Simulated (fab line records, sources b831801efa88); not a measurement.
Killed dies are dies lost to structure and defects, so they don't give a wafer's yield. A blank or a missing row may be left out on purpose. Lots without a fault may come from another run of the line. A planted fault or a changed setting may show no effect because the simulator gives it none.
fab line records | flow gf180mcu
record lots=6 wafers=18 last_day=35
route steps=602 shown V5@566 TOP_METAL@567
lots that met no fault: from a run of the same line without faults
start_h: hours from the record's first day to the start of the lot's first wafer shown | wait_h: hours since the lot's step before | " the same as in the row above | L1.1+2: a row that stands for several wafers | - no value, or no start given | * or withheld: withheld | < > ~ a bound
route shown NAME@n: a module of which the file shows steps, and the number in the route of the first | usual: mean/standard deviation of fault-free wafers | same: alike in all rows | chamber/n: place in a boat | sites: the reading at each site | _std_site: their standard deviation | _edge_site: outer sites' mean less inner sites' | radius_mm: how far each site lies from the wafer's centre | mask NAME#n: copy n | behind: the tool/chamber that last shaped the wafer | hold: why the lot was held/for how many hours/how that ended | device: the transistor (n, p or np) that didn't switch | end of line: the same wafers' tests at the end of the route | a step without rows: its recipe alone | killed: dies lost to structure and defects at the first sort, not the wafer's yield | map: a wafer's dies, x killed, . not, _ none there
set.NAME: the setting as run; set.NAME@STEP: as run at that earlier step | model.NAME: the simulator's own value behind a step, which no gauge read
lots at some steps of the route; a table a step, a row a wafer
services: from which hour (start_h, from the record's first day; less than 0 if before it) a tool's chamber was out of use, for how many hours, and why
## steps
# step GF_V5_CMP_26
# recipe stop_on=SiO2 down_force_psi=3.5 platen_rpm=60 t_overpolish_s=15 target_thk_nm=0 pad_velocity_m_s=0.94248
# usual motor_current_A=10.9/1.5 overpolish_run_s=15.000/0.0095 time_to_endpoint_s=85/3.2
# columns lot.wafer tool chamber start_h wait_h motor_current_A overpolish_run_s time_to_endpoint_s
L612.3 cmp-02 3 645.64 0.0 10.1 15.004 86
L612.2 " 1 " " 10.0 15.013 85
L612.6 " 0 " " 10.8 14.996 82
L624.2 cmp-02 2 736.60 0.3 13.3 14.997 85
L624.4 " 3 " " 9.8 14.990 84
L624.6 " 0 " " 11.2 15.008 84
L625.1 cmp-01 0 736.97 0.2 9.7 15.008 91
L625.4 " 1 " " 10.6 15.000 81
L625.6 " 3 " " 13.3 14.999 86
L630.1 cmp-01 3 769.73 0.1 13.2 14.997 83
L630.4 " 1 " " 10.3 14.995 84
L630.5 " 2 " " 9.3 15.000 86
L632.1 cmp-01 3 781.15 0.1 13.6 15.007 86
L632.2 " 0 " " 10.1 14.982 89
L632.5 " 3 " " 13.0 15.009 85
L635.3 cmp-01 2 801.60 0.0 9.7 14.985 84
L635.1 " 1 " " 10.0 14.997 81
L635.6 " 3 " " 13.1 15.010 82
# step GF_TOP_METAL_SPUTTER_00
# recipe material=Ti target_thk_nm=37.5 arriving_ion_energy_ev=80 substrate_temp_c=200 chamber_pressure_pa=2 power_w=4000 time_s=150
# usual throttle_valve_pct=30.2/1.3
# columns lot.wafer tool chamber start_h wait_h throttle_valve_pct
L612.2 pvd_sputter-03 - 645.94 0.1 30.3
L612.3 " - " " 30.9
L612.6 " - " " 30.7
L624.2 pvd_sputter-04 - 736.80 0.1 30.6
L624.4 " - " " 28.3
L624.6 " - " " 28.2
L625.1 pvd_sputter-04 - 737.22 0.2 28.8
L625.4 " - " " 31.0
L625.6 " - " " 28.4
L630.1 pvd_sputter-02 - 769.98 0.2 28.9
L630.4 " - " " 29.8
L630.5 " - " " 29.1
L632.1 pvd_sputter-02 - 781.40 0.2 29.2
L632.2 " - " " 28.8
L632.5 " - " " 29.1
L635.1 pvd_sputter-04 - 801.90 0.1 30.7
L635.3 " - " " 32.5
L635.6 " - " " 28.3
# step GF_TOP_METAL_SPUTTER_01
# recipe material=TiN target_thk_nm=30 power_w=6500 time_s=25 chamber_pressure_pa=0.4
# step GF_TOP_METAL_SPUTTER_02
# recipe material=AlCu target_thk_nm=900 power_w=10600 chamber_pressure_pa=0.3 substrate_temp_c=250 gas=Ar time_s=47.82
# usual throttle_valve_pct=30.2/1.3
# columns lot.wafer tool chamber start_h wait_h throttle_valve_pct
L612.2 pvd_sputter-03 - 646.07 0.0 30.2
L612.3 " - " " 31.0
L612.6 " - " " 30.8
L624.2 pvd_sputter-04 - 736.93 0.0 30.5
L624.4 " - " " 28.3
L624.6 " - " " 28.3
L625.1 pvd_sputter-04 - 737.35 0.0 28.6
L625.4 " - " " 31.2
L625.6 " - " " 28.6
L630.1 pvd_sputter-02 - 770.11 0.0 29.3
L630.4 " - " " 29.8
L630.5 " - " " 28.9
L632.1 pvd_sputter-02 - 781.53 0.0 29.2
L632.2 " - " " 28.8
L632.5 " - " " 29.1
L635.1 pvd_sputter-04 - 802.03 0.0 31.0
L635.3 " - " " 32.3
L635.6 " - " " 28.2
# step GF_TOP_METAL_SPUTTER_03
# recipe material=Ti target_thk_nm=5 substrate_temp_c=300 chamber_pressure_pa=0.3 power_w=3000 time_s=3.3
# usual throttle_valve_pct=30.2/1.3
# columns lot.wafer tool chamber start_h wait_h throttle_valve_pct
L612.2 pvd_sputter-03 - 646.12 0.0 30.6
L612.3 " - " " 31.0
L612.6 " - " " 30.8
L624.2 pvd_sputter-04 - 736.98 0.0 30.9
L624.4 " - " " 28.6
L624.6 " - " " 28.4
L625.1 pvd_sputter-04 - 737.39 0.0 28.5
L625.4 " - " " 31.3
L625.6 " - " " 28.3
L630.1 pvd_sputter-02 - 770.16 0.0 29.3
L630.4 " - " " 29.2
L630.5 " - " " 28.9
L632.1 pvd_sputter-02 - 781.57 0.0 29.3
L632.2 " - " " 29.3
L632.5 " - " " 29.1
L635.1 pvd_sputter-04 - 802.07 0.0 30.9
L635.3 " - " " 32.5
L635.6 " - " " 28.4
# step GF_TOP_METAL_SPUTTER_04
# recipe material=TiN target_thk_nm=25 power_w=6500 time_s=20.8 chamber_pressure_pa=0.4
# usual throttle_valve_pct=30.2/1.2
# columns lot.wafer tool chamber start_h wait_h throttle_valve_pct
L612.2 pvd_sputter-03 - 646.13 0.0 30.3
L612.3 " - " " 30.9
L612.6 " - " " 30.6
L624.2 pvd_sputter-04 - 737.00 0.0 30.8
L624.4 " - " " 28.4
L624.6 " - " " 28.4
L625.1 pvd_sputter-04 - 737.41 0.0 28.4
L625.4 " - " " 31.2
L625.6 " - " " 28.1
L630.1 pvd_sputter-02 - 770.18 0.0 29.4
L630.4 " - " " 29.4
L630.5 " - " " 29.0
L632.1 pvd_sputter-02 - 781.59 0.0 29.1
L632.2 " - " " 29.0
L632.5 " - " " 29.1
L635.1 pvd_sputter-04 - 802.09 0.0 30.9
L635.3 " - " " 32.4
L635.6 " - " " 28.5
# step GF_TOP_METAL_RS_MEAS_05
# recipe thk_meas_gauge=four-point-probe reads=TiN_of_TOP_METAL_SPUTTER_04+Ti_of_TOP_METAL_SPUTTER_03+AlCu_of_TOP_METAL_SPUTTER_02+TiN_of_TOP_METAL_SPUTTER_01+Ti_of_TOP_METAL_SPUTTER_00
# usual TOP_METAL_ALCU_RS=0.0327/0.00031
# columns lot.wafer tool chamber start_h wait_h TOP_METAL_ALCU_RS[ohm/sq]
L612.2 film_metro-03 - 646.18 0.0 0.0322
L612.3 " - " " 0.0326
L612.6 " - " " 0.0326
L624.2 film_metro-04 - 737.04 0.0 0.0329
L624.4 " - " " 0.0323
L624.6 " - " " 0.0323
L625.1 film_metro-01 - 737.44 0.0 0.0327
L625.4 " - " " 0.0330
L625.6 " - " " 0.0327
L630.1 film_metro-04 - 770.20 0.0 0.0323
L630.4 " - " " 0.0323
L630.5 " - " " 0.0325
L632.1 film_metro-04 - 781.62 0.0 0.0325
L632.2 " - " " 0.0325
L632.5 " - " " 0.0323
L635.1 film_metro-01 - 802.12 0.0 0.0331
L635.3 " - " " 0.0323
L635.6 " - " " 0.0325
# step GF_TOP_METAL_THK_MEAS_06
# recipe thk_meas_gauge=xrf reads=AlCu_of_TOP_METAL_SPUTTER_02
# usual TOP_METAL_ALCU_THK=895/11
# columns lot.wafer tool chamber start_h wait_h TOP_METAL_ALCU_THK[nm]
L612.2 film_metro-03 - 646.29 0.1 914
L612.3 " - " " 909
L612.6 " - " " 907
L624.2 film_metro-04 - 737.15 0.1 888
L624.4 " - " " 910
L624.6 " - " " 905
L625.1 film_metro-01 - 737.56 0.1 889
L625.4 " - " " 876
L625.6 " - " " 886
L630.1 film_metro-04 - 770.32 0.1 905
L630.4 " - " " 904
L630.5 " - " " 899
L632.1 film_metro-04 - 781.74 0.1 902
L632.2 " - " " 891
L632.5 " - " " 906
L635.1 film_metro-01 - 802.24 0.1 880
L635.3 " - " " 899
L635.6 " - " " 896
# step GF_TOP_METAL_DEHYDRATE_07
# recipe temp_c=200 time_s=60
# step GF_TOP_METAL_HMDS_08
# recipe prime_time_s=60 prime_temp_c=120
# step GF_TOP_METAL_COAT_09
# recipe resist=NOVOLAK spin_rpm=3000 resist_thk_nm=1513
# step GF_TOP_METAL_SOFTBAKE_10
# recipe temp_c=90 time_s=60 resist=NOVOLAK
# step GF_TOP_METAL_EXPOSE_11
# recipe mask_id=MetalTop target_cd_nm=440 na=0.6 source_shape=conventional sigma_outer=0.6 dose_mj=170
# usual exposure_dose_mJ_cm2=170.57/0.14 focus_offset_nm=0.0/0.55
# columns lot.wafer tool chamber start_h wait_h mask exposure_dose_mJ_cm2 focus_offset_nm
L612.2 iline_stepper-01 0 655.60 - MetalTop#0 170.49 -0.6
L612.3 " 0 " " MetalTop#0 170.54 0.5
L612.6 " 0 " " MetalTop#0 170.77 -0.9
L624.2 iline_stepper-02 - 746.12 - MetalTop#0 - -
L624.4 " - " " MetalTop#0 - -
L624.6 " - " " MetalTop#0 - -
L625.1 iline_stepper-01 - 746.34 - MetalTop#0 - -
L625.4 " - " " MetalTop#0 - -
L625.6 " - " " MetalTop#0 - -
L630.1 iline_stepper-01 0 777.49 - MetalTop#0 170.40 0.9
L630.4 " 0 " " MetalTop#0 170.55 0.7
L630.5 " 0 " " MetalTop#0 170.62 0.0
L632.1 iline_stepper-02 0 789.82 - MetalTop#0 170.41 -1.0
L632.2 " 0 " " MetalTop#0 170.71 -1.0
L632.5 " 0 " " MetalTop#0 170.50 0.2
L635.1 iline_stepper-01 0 809.49 - MetalTop#0 170.29 0.7
L635.3 " 0 " " MetalTop#0 170.46 0.4
L635.6 " 0 " " MetalTop#0 170.44 0.7
# step GF_TOP_METAL_PEB_12
# recipe temp_c=withheld time_s=* resist=NOVOLAK
## services
# columns tool chamber start_h hours kind
cmp-02 - 624.80 3.8 repair
iline_stepper-02 0 630.47 - calibration
iline_stepper-01 - 635.53 1.7 pm
cmp-02 - 640.30 1.3 repair
iline_stepper-02 - 653.30 13.8 repair
pvd_sputter-03 - 656.64 1.5 repair
cmp-02 - 657.46 9.1 repair
iline_stepper-02 - 667.14 1.7 pm
iline_stepper-02 - 668.81 4.4 pm
cmp-02 - 670.06 1.8 repair
cmp-01 - 678.37 1.0 repair
cmp-02 - 689.11 1.7 repair
cmp-02 - 701.99 7.1 pm
cmp-01 - 703.72 0.7 repair
iline_stepper-02 - 705.09 1.0 repair
pvd_sputter-03 - 718.88 3.1 repair
cmp-01 - 726.52 0.7 repair
cmp-01 - 744.00 4.0 pm
cmp-01 - 748.00 - consumable_replace:conditioner
cmp-01 - 748.00 - consumable_replace:pad
cmp-01 - 748.00 3.5 pm
pvd_sputter-04 - 754.77 0.5 repair
cmp-02 - 780.10 7.1 pm
pvd_sputter-03 - 786.59 3.2 repair
## key
first_sign step=GF_TOP_METAL_EXPOSE_11 reading=tool_record direction=missing
effect none on later readings
met_at GF_TOP_METAL_EXPOSE_11
struck_wafers L624.2,L624.4,L624.6,L625.1,L625.4,L625.6
later_rows_left_out L624.2,L624.4,L624.6,L625.1,L625.4,L625.6
sort_left_out L624.2,L624.4,L624.6,L625.1,L625.4,L625.6
onset_between 655.60 746.12
fault kind=skipped_step_whole tool=iline_stepper-01,iline_stepper-02 chamber=- onset_h=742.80 steps=GF_TOP_METAL_EXPOSE_11 scope=struck_lots_only
# sort_left_out: the simulated sort isn't trusted on such a fault, so these wafers' sort isn't shown, and their yield isn't known
# later_rows_left_out: the simulator's readings of these wafers behind a module that went badly wrong aren't trusted and aren't shown, but for the sort
